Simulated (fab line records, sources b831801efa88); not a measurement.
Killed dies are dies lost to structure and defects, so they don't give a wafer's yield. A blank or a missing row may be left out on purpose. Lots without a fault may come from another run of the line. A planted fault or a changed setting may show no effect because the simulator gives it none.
fab line records | flow gf180mcu
record lots=14 wafers=42 last_day=34
route steps=602 shown V1@338 M2@363
lots that met no fault: from a run of the same line without faults
start_h: hours from the record's first day to the start of the lot's first wafer shown | wait_h: hours since the lot's step before | " the same as in the row above | L1.1+2: a row that stands for several wafers | - no value, or no start given | * or withheld: withheld | < > ~ a bound
route shown NAME@n: a module of which the file shows steps, and the number in the route of the first | usual: mean/standard deviation of fault-free wafers | same: alike in all rows | chamber/n: place in a boat | sites: the reading at each site | _std_site: their standard deviation | _edge_site: outer sites' mean less inner sites' | radius_mm: how far each site lies from the wafer's centre | mask NAME#n: copy n | behind: the tool/chamber that last shaped the wafer | hold: why the lot was held/for how many hours/how that ended | device: the transistor (n, p or np) that didn't switch | end of line: the same wafers' tests at the end of the route | a step without rows: its recipe alone | killed: dies lost to structure and defects at the first sort, not the wafer's yield | map: a wafer's dies, x killed, . not, _ none there
set.NAME: the setting as run; set.NAME@STEP: as run at that earlier step | model.NAME: the simulator's own value behind a step, which no gauge read
steps of the route over a sample of lots; a table a step, a row a wafer
services: from which hour (start_h, from the record's first day; less than 0 if before it) a tool's chamber was out of use, for how many hours, and why
## steps
# step GF_V1_THK_MEAS_03
# recipe reads=SiO2_of_V1_CVD_02
# usual V1_CVD_02_THK=852/11
# columns lot.wafer tool chamber start_h wait_h V1_CVD_02_THK[nm]
L179.2 film_metro-02 - 396.85 0.0 824
L179.3 " - " " 853
L179.5 " - " " 849
L180.1 film_metro-02 - 406.47 0.0 856
L180.2 " - " " 872
L180.3 " - " " 843
L183.2 film_metro-02 - 428.56 0.0 830
L183.3 " - " " 847
L183.6 " - " " 850
L187.3 film_metro-02 - 466.43 0.1 854
L187.4 " - " " 862
L187.6 " - " " 865
L188.1 film_metro-04 - 473.54 0.0 844
L188.2 " - " " 849
L188.3 " - " " 842
L189.1 film_metro-02 - 478.58 0.0 845
L189.3 " - " " 855
L189.4 " - " " 853
L192.2 film_metro-03 - 506.71 0.0 822
L192.4 " - " " 846
L192.5 " - " " 846
L193.3 film_metro-04 - 513.85 0.1 849
L193.4 " - " " 863
L193.6 " - " " 867
L194.2 film_metro-03 - 518.79 0.0 857
L194.4 " - " " 870
L194.5 " - " " 866
L195.1 film_metro-04 - 528.40 0.0 835
L195.3 " - " " 839
L195.4 " - " " 848
L196.1 film_metro-03 - 538.74 0.0 846
L196.4 " - " " 855
L196.5 " - " " 845
L198.2 film_metro-02 - 555.70 0.0 850
L198.3 " - " " 853
L198.6 " - " " 870
L199.4 film_metro-03 - 560.07 0.0 858
L199.5 " - " " 877
L199.6 " - " " 858
L200.1 film_metro-02 - 566.34 0.0 861
L200.3 " - " " 845
L200.6 " - " " 867
# step GF_V1_STRIP_18
# recipe chemistry=O2/N2 power_w=1400 pressure_mtorr=1500 platen_temp_c=250 o2_flow_sccm=3000 n2_flow_sccm=300 overash_fraction=0.5
# usual chamber_pressure_mTorr=1499.9/1.3 drypump_motor_current_A=5.7/0.52 heater_power_w=348/19 n2_flow_sccm=300.1/0.76 oes_product_au=0.592/0.0048
# columns lot.wafer tool chamber start_h wait_h chamber_pressure_mTorr drypump_motor_current_A heater_power_w n2_flow_sccm oes_product_au rf_hours_counter_h
L179.2 plasma_asher-02 0 420.19 - 1500.3 5.1 362 299.1 0.598 33
L179.3 " 1 " " 1499.5 6.2 372 301.0 0.594 -
L179.5 " 1 " " 1500.3 6.2 380 300.2 0.590 -
L180.1 plasma_asher-02 1 431.36 - 1498.1 6.2 386 301.3 0.595 34
L180.2 " 0 " " 1500.3 5.1 347 300.3 0.585 34
L180.3 " 1 " " 1500.9 6.3 371 300.3 0.587 -
L183.2 plasma_asher-03 1 453.04 - 1497.2 5.9 336 300.5 0.594 1
L183.3 " 0 " " 1498.6 5.3 335 299.5 0.586 -
L183.6 " 0 " " 1498.5 5.3 343 299.6 0.594 -
L187.3 plasma_asher-03 1 490.79 - 1500.5 5.9 326 300.5 0.595 -
L187.4 " 0 " " 1500.6 5.3 341 300.9 0.599 -
L187.6 " 1 " " 1500.3 5.9 339 299.3 0.590 -
L188.1 plasma_asher-02 0 498.06 - - - - - - -
L188.2 " 1 " " - - - - - -
L188.3 " 1 " " - - - - - -
L189.1 plasma_asher-02 0 503.11 - - - - - - -
L189.3 " 1 " " - - - - - -
L189.4 " 0 " " - - - - - -
L192.2 plasma_asher-03 0 530.70 - 1498.2 5.3 333 299.0 0.590 9
L192.4 " 1 " " 1501.6 5.9 331 300.9 0.588 -
L192.5 " 0 " " 1500.1 5.3 339 300.8 0.593 -
L193.3 plasma_asher-02 0 538.69 - 1501.0 5.1 355 299.4 0.592 -
L193.4 " 1 " " 1502.0 6.2 382 300.8 0.603 -
L193.6 " 0 " " 1499.0 5.1 348 299.1 0.589 -
L194.2 plasma_asher-03 0 542.65 - 1501.2 5.3 338 300.5 0.594 10
L194.4 " 0 " " 1501.4 5.3 352 301.1 0.595 -
L194.5 " 0 " " 1502.0 5.3 334 299.7 0.597 -
L195.1 plasma_asher-02 1 551.43 - 1499.2 6.2 361 301.8 0.597 47
L195.3 " 0 " " 1501.4 5.0 337 299.8 0.580 -
L195.4 " 1 " " 1497.5 6.2 378 300.4 0.592 -
L196.1 plasma_asher-02 1 561.18 - 1496.1 6.2 374 300.0 0.587 48
L196.4 " 1 " " 1498.4 6.2 377 300.5 0.596 -
L196.5 " 1 " " 1497.2 6.2 369 300.1 0.597 -
L198.2 plasma_asher-02 1 577.90 - 1502.0 6.2 378 299.5 0.591 50
L198.3 " 1 " " 1500.4 6.2 382 299.4 0.589 -
L198.6 " 0 " " 1497.2 5.1 351 300.3 0.596 -
L199.4 plasma_asher-03 1 582.34 - 1500.1 5.9 333 300.2 0.589 -
L199.5 " 1 " " 1499.7 5.9 338 300.8 0.593 -
L199.6 " 0 " " 1499.6 5.3 339 299.9 0.594 -
L200.1 plasma_asher-02 1 588.50 - 1499.6 6.2 377 300.0 0.592 51
L200.3 " 1 " " 1500.1 6.3 378 300.6 0.593 -
L200.6 " 0 " " 1498.4 5.0 347 299.9 0.600 -
# step GF_M2_SPUTTER_01
# recipe material=TiN target_thk_nm=30 power_w=6500 time_s=25 chamber_pressure_pa=0.4
# usual chamber_pressure_pa=0.4000/0.00081 throttle_valve_pct=30.0/0.49
# columns lot.wafer tool chamber start_h wait_h chamber_pressure_pa throttle_valve_pct
L179.2 pvd_sputter-04 - 421.51 0.1 0.4002 29.7
L179.3 " - " " 0.3995 29.7
L179.5 " - " " 0.4012 29.5
L180.1 pvd_sputter-04 - 432.68 0.1 0.4006 29.7
L180.2 " - " " 0.3996 31.2
L180.3 " - " " 0.3998 30.2
L183.2 pvd_sputter-04 - 454.37 0.1 0.4002 29.8
L183.3 " - " " 0.4006 29.9
L183.6 " - " " 0.4007 29.7
L187.3 pvd_sputter-01 - 492.09 0.1 0.3994 29.7
L187.4 " - " " 0.4007 29.7
L187.6 " - " " 0.4008 29.6
L192.2 pvd_sputter-04 - 532.04 0.1 0.4003 31.3
L192.4 " - " " 0.4023 30.2
L192.5 " - " " 0.4009 31.1
L193.3 pvd_sputter-02 - 540.03 0.1 0.4011 30.5
L193.4 " - " " 0.3993 29.8
L193.6 " - " " 0.3988 29.5
L194.2 pvd_sputter-04 - 544.10 0.1 0.3984 30.8
L194.4 " - " " 0.4004 30.1
L194.5 " - " " 0.4001 30.3
L195.1 pvd_sputter-01 - 552.81 0.1 0.4006 29.8
L195.3 " - " " 0.4003 29.9
L195.4 " - " " 0.4001 29.3
L196.1 pvd_sputter-01 - 562.52 0.1 0.3997 29.7
L196.4 " - " " 0.4012 30.2
L196.5 " - " " 0.4008 29.5
L198.2 pvd_sputter-02 - 579.23 0.1 0.4007 29.8
L198.3 " - " " 0.3996 30.6
L198.6 " - " " 0.4000 29.2
L199.4 pvd_sputter-01 - 583.64 0.1 0.3989 29.7
L199.5 " - " " 0.3996 29.4
L199.6 " - " " 0.3999 29.5
L200.1 pvd_sputter-01 - 589.84 0.1 0.3993 30.0
L200.3 " - " " 0.3997 29.8
L200.6 " - " " 0.4013 29.4
# step GF_M2_THK_MEAS_06
# recipe thk_meas_gauge=xrf reads=AlCu_of_M2_SPUTTER_02
# usual M2_ALCU_THK=451/5.5
# columns lot.wafer tool chamber start_h wait_h M2_ALCU_THK[nm]
L179.2 film_metro-02 - 421.76 0.1 445
L179.3 " - " " 439
L179.5 " - " " 446
L180.1 film_metro-01 - 432.92 0.1 448
L180.2 " - " " 447
L180.3 " - " " 449
L183.2 film_metro-01 - 454.62 0.1 449
L183.3 " - " " 451
L183.6 " - " " 449
L187.3 film_metro-02 - 492.35 0.1 451
L187.4 " - " " 442
L187.6 " - " " 442
L192.2 film_metro-02 - 532.29 0.1 443
L192.4 " - " " 452
L192.5 " - " " 449
L193.3 film_metro-01 - 540.29 0.1 454
L193.4 " - " " 457
L193.6 " - " " 455
L194.2 film_metro-03 - 544.35 0.1 447
L194.4 " - " " 451
L194.5 " - " " 452
L195.1 film_metro-02 - 553.07 0.1 447
L195.3 " - " " 452
L195.4 " - " " 444
L196.1 film_metro-01 - 562.76 0.1 455
L196.4 " - " " 463
L196.5 " - " " 451
L198.2 film_metro-02 - 579.48 0.1 461
L198.3 " - " " 462
L198.6 " - " " 464
L199.4 film_metro-02 - 583.91 0.1 448
L199.5 " - " " 454
L199.6 " - " " 446
L200.1 film_metro-02 - 590.08 0.1 458
L200.3 " - " " 455
L200.6 " - " " 453
## services
# columns tool chamber start_h hours kind
pvd_sputter-04 - 403.89 3.6 repair
pvd_sputter-04 - 412.99 4.1 repair
plasma_asher-03 - 414.81 15.6 pm
plasma_asher-03 - 430.41 9.0 pm
plasma_asher-03 0 430.41 9.0 vent_cycle
plasma_asher-03 1 430.41 9.0 vent_cycle
plasma_asher-03 0 439.41 - clean
plasma_asher-03 1 439.41 - clean
pvd_sputter-02 - 440.01 3.4 repair
plasma_asher-03 - 467.55 4.1 repair
plasma_asher-03 - 473.00 2.6 repair
pvd_sputter-01 - 493.40 5.9 repair
pvd_sputter-01 - 524.12 5.0 repair
pvd_sputter-02 - 550.65 3.0 repair
pvd_sputter-04 - 572.64 8.5 repair
pvd_sputter-02 - 576.99 2.1 repair
## key
first_sign step=GF_V1_STRIP_18 reading=tool_record direction=missing
effect none on later readings
met_at GF_V1_STRIP_18
struck_lots L188,L189
later_rows_left_out L188.1,L188.2,L188.3,L189.1,L189.3,L189.4
sort_left_out L188.1,L188.2,L188.3,L189.1,L189.3,L189.4
not_acting_at GF_V1_THK_MEAS_03,GF_M2_SPUTTER_01,GF_M2_THK_MEAS_06
onset_between 431.36 498.06
fault kind=skipped_step_whole tool=plasma_asher-02 chamber=- onset_h=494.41 steps=GF_V1_STRIP_18 scope=struck_lots_only
# sort_left_out: the simulated sort isn't trusted on such a fault, so these wafers' sort isn't shown, and their yield isn't known
# later_rows_left_out: the simulator's readings of these wafers behind a module that went badly wrong aren't trusted and aren't shown, but for the sort
